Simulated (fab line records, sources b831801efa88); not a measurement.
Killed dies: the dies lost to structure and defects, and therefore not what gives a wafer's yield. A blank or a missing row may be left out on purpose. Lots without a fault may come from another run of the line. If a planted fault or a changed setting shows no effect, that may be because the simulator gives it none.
Which tool was responsible? | flow sky130 | Sampling: 12 lots, 32 wafers, 5 of 708 route steps

## WHAT THE GAUGES SHOWED, per wafer
SKY_VIA4_OVL_MEAS_11. Usual: VIA4_OVL typically reads 0.3 nm, with standard deviation 1.5.
lot  | measured     | on         | VIA4_OVL (nm)  | flag
L572 | day 43 10:53 | overlay-01 | 0.4 -0.1 2.1   |
L577 | day 44 17:13 | overlay-01 | -0.7 0.0 -0.4  |
L578 | day 45 10:58 | overlay-02 | 2.0 1.4 1.0    |
L580 | day 45 13:44 | overlay-01 | 0.1 -1.7 -2.1  |
L579 | day 45 18:11 | overlay-01 | 3.4 0.9 1.1    |
L583 | day 46 11:34 | overlay-02 | -1.8 -1.2 -1.2 |
L584 | day 46 14:32 | overlay-02 | 1.1 -0.9 -0.4  |
L585 | day 46 18:30 | overlay-01 | -0.3 -0.1 0.4  |
L586 | day 46 23:55 | overlay-01 | -0.4 1.3 1.0   |
L589 | day 48 02:31 | overlay-02 | 1.3 2.9 2.1    |
L591 | day 48 03:25 | overlay-01 | 0.3            |
L593 | day 48 12:13 | overlay-02 | 2.8            |

SKY_PASSIVATION_THK_MEAS_03. Usual: PASSIVATION_CVD_02_THK typically reads 540 nm, with standard deviation 7.6.
lot  | measured     | on            | PASSIVATION_CVD_02_THK (nm) | flag
L572 | day 44 12:01 | film-metro-01 | 551 551 545                 |
L577 | day 45 17:07 | film-metro-01 | 539 537 543                 |
L578 | day 46 10:03 | film-metro-04 | 536 542 554                 |
L580 | day 46 13:24 | film-metro-01 | 529 542 550                 |
L579 | day 46 18:15 | film-metro-04 | 531 537 535                 |
L583 | day 47 10:04 | film-metro-04 | 537 534 532                 |
L584 | day 47 13:02 | film-metro-01 | 529 539 547                 |
L585 | day 47 16:20 | film-metro-04 | 538 547 542                 |
L586 | day 47 22:32 | film-metro-03 | 545 544 548                 |
L589 | day 48 23:52 | film-metro-04 | 533 533 543                 |
L591 | day 49 01:02 | film-metro-04 | 315 315                     | OFF
L593 | day 49 08:54 | film-metro-04 | 326 326                     | OFF

## WHAT TOOL EACH LOT RAN ON (gives the tool, then ch and the chambers of the sampled wafers, and finally the start)
lot  | SKY_METAL4_METAL_ETCH_18          | SKY_METAL5_SPUTTER_03        | SKY_PASSIVATION_CVD_02
L572 | rie-metal-04 ch 0,1, day 42 09:50 | pvd-sputter-03, day 43 12:36 | pecvd-04 ch 0,1,2, day 44 11:52
L577 | rie-metal-03 ch 0,1, day 43 17:52 | pvd-sputter-01, day 44 18:43 | pecvd-01 ch 0,1, day 45 16:54
L578 | rie-metal-04 ch 0,1, day 44 12:40 | pvd-sputter-02, day 45 12:28 | pecvd-01 ch 0,2, day 46 09:49
L580 | rie-metal-04 ch 0,1, day 44 15:20 | pvd-sputter-01, day 45 15:13 | pecvd-04 ch 0,2, day 46 13:10
L579 | rie-metal-04 ch 0,1, day 44 20:05 | pvd-sputter-01, day 45 19:42 | pecvd-04 ch 0,1, day 46 18:00
L583 | rie-metal-03 ch 0,1, day 45 12:31 | pvd-sputter-02, day 46 13:04 | pecvd-02 ch 0,1,2, day 47 09:50
L584 | rie-metal-04 ch 0,1, day 45 17:11 | pvd-sputter-01, day 46 16:01 | pecvd-02 ch 1,2, day 47 12:47
L585 | rie-metal-03 ch 0,1, day 45 21:26 | pvd-sputter-03, day 46 19:59 | pecvd-02 ch 0,2, day 47 16:05
L586 | rie-metal-04 ch 0,1, day 46 02:10 | pvd-sputter-03, day 47 01:49 | pecvd-04 ch 1,2, day 47 22:19
L589 | rie-metal-04 ch 0,1, day 47 05:40 | pvd-sputter-01, day 48 04:03 | pecvd-01 ch 0,1, day 48 23:38
L591 | rie-metal-03 ch 1, day 47 07:04   | pvd-sputter-01, day 48 05:01 | pecvd-02 ch 0, day 49 00:49
L593 | rie-metal-02 ch 0, day 47 15:44   | pvd-sputter-02, day 48 13:41 | pecvd-02 ch 0, day 49 08:45
- SKY_METAL4_METAL_ETCH_18: etches the open film in Cl2/BCl3, stops on SiO2, target depth 845 nm, time 183.1 s.
- SKY_METAL5_SPUTTER_03: material Ti, target thk 5 nm, time 3.3 s.
- SKY_PASSIVATION_CVD_02: deposits Si3N4, target thk 540 nm.

## AS READ BY THE TOOLS THEMSELVES (means over the sampled wafers that have a number; for cases with no such wafer, the mark the record gives instead)
SKY_METAL4_METAL_ETCH_18. Usual: bcl3-flow-sccm 30.01 sccm, standard deviation 0.081; drypump-motor-current-A 5.7 A, standard deviation 0.33; oes-product-au 0.868 a.u., standard deviation 0.0074; throttle-valve-pct 22.266 %, standard deviation 0.0089.
lot  | tool         | bcl3-flow-sccm (sccm) | drypump-motor-current-A (A) | oes-product-au (a.u.) | throttle-valve-pct (%) | flag
L572 | rie-metal-04 | 30.00                 | 6.0                         | 0.860                 | 22.268                 |
L577 | rie-metal-03 | 29.94                 | 5.5                         | 0.861                 | 22.273                 |
L578 | rie-metal-04 | 30.02                 | 6.0                         | 0.862                 | 22.260                 |
L580 | rie-metal-04 | 30.01                 | 5.9                         | 0.865                 | 22.277                 |
L579 | rie-metal-04 | 30.06                 | 6.0                         | 0.863                 | 22.260                 |
L583 | rie-metal-03 | 30.04                 | 5.5                         | 0.878                 | 22.261                 |
L584 | rie-metal-04 | 30.12                 | 6.0                         | 0.861                 | 22.263                 |
L585 | rie-metal-03 | 29.91                 | 5.6                         | 0.872                 | 22.269                 |
L586 | rie-metal-04 | 30.07                 | 5.9                         | 0.871                 | 22.272                 |
L589 | rie-metal-04 | 30.03                 | 5.9                         | 0.860                 | 22.271                 |
L591 | rie-metal-03 | 29.97                 | 5.4                         | 0.867                 | 22.276                 |
L593 | rie-metal-02 | 30.00                 | 5.0                         | 0.872                 | 22.254                 |

SKY_METAL5_SPUTTER_03. Usual: 30.2 % for throttle-valve-pct, sd 1.1.
lot  | tool           | throttle-valve-pct (%) | flag
L572 | pvd-sputter-03 | 29.6                   |
L577 | pvd-sputter-01 | 30.4                   |
L578 | pvd-sputter-02 | 29.3                   |
L580 | pvd-sputter-01 | 30.3                   |
L579 | pvd-sputter-01 | 31.3                   |
L583 | pvd-sputter-02 | 29.7                   |
L584 | pvd-sputter-01 | 31.0                   |
L585 | pvd-sputter-03 | 30.5                   |
L586 | pvd-sputter-03 | 30.5                   |
L589 | pvd-sputter-01 | 30.4                   |
L591 | pvd-sputter-01 | 31.3                   |
L593 | pvd-sputter-02 | 28.1                   |

SKY_PASSIVATION_CVD_02. Usual: heater-power-w 716 W, standard deviation 110; susceptor-temp-C 399.98 C, standard deviation 0.24.
lot  | tool     | heater-power-w (W) | susceptor-temp-C (C) | flag
L572 | pecvd-04 | 691                | 399.93               |
L577 | pecvd-01 | 690                | 399.79               |
L578 | pecvd-01 | 718                | 399.90               |
L580 | pecvd-04 | 606                | 399.89               |
L579 | pecvd-04 | 773                | 400.07               |
L583 | pecvd-02 | 706                | 399.86               |
L584 | pecvd-02 | 619                | 400.25               |
L585 | pecvd-02 | 769                | 399.88               |
L586 | pecvd-04 | 810                | 399.87               |
L589 | pecvd-01 | 683                | 400.14               |
L591 | pecvd-02 | 921                | 399.74               |
L593 | pecvd-02 | 927                | 400.05               |

## THE ANSWER, worked out from the rows above alone
Rule: a lot is off if the mean of its wafers that have a number lies more than 3 standard deviations from the usual mean. A lot without any number at a reading at which 4 lots or more have one is off too. The other lots that the step has rows for count as sound. First the gauges in route order, then the tools' own readings, where a lot's mean is used as printed above. The first step at which some lot is off is used, and at that step the reading that is off furthest; a lot without a number counts as furthest.
Off: at SKY_PASSIVATION_THK_MEAS_03 (PASSIVATION_CVD_02_THK), L591, L593.
A tool fits if, at a process step before that reading, it ran every lot that is off, and no sound lot after the first of them. Those tools and the gauges at SKY_PASSIVATION_THK_MEAS_03 are tried in the same way. Undecided on this evidence; 2 tools fit (pecvd-02 at SKY_PASSIVATION_CVD_02, film-metro-04 at SKY_PASSIVATION_THK_MEAS_03).

## WHAT THE SIMULATOR HAD INSERTED
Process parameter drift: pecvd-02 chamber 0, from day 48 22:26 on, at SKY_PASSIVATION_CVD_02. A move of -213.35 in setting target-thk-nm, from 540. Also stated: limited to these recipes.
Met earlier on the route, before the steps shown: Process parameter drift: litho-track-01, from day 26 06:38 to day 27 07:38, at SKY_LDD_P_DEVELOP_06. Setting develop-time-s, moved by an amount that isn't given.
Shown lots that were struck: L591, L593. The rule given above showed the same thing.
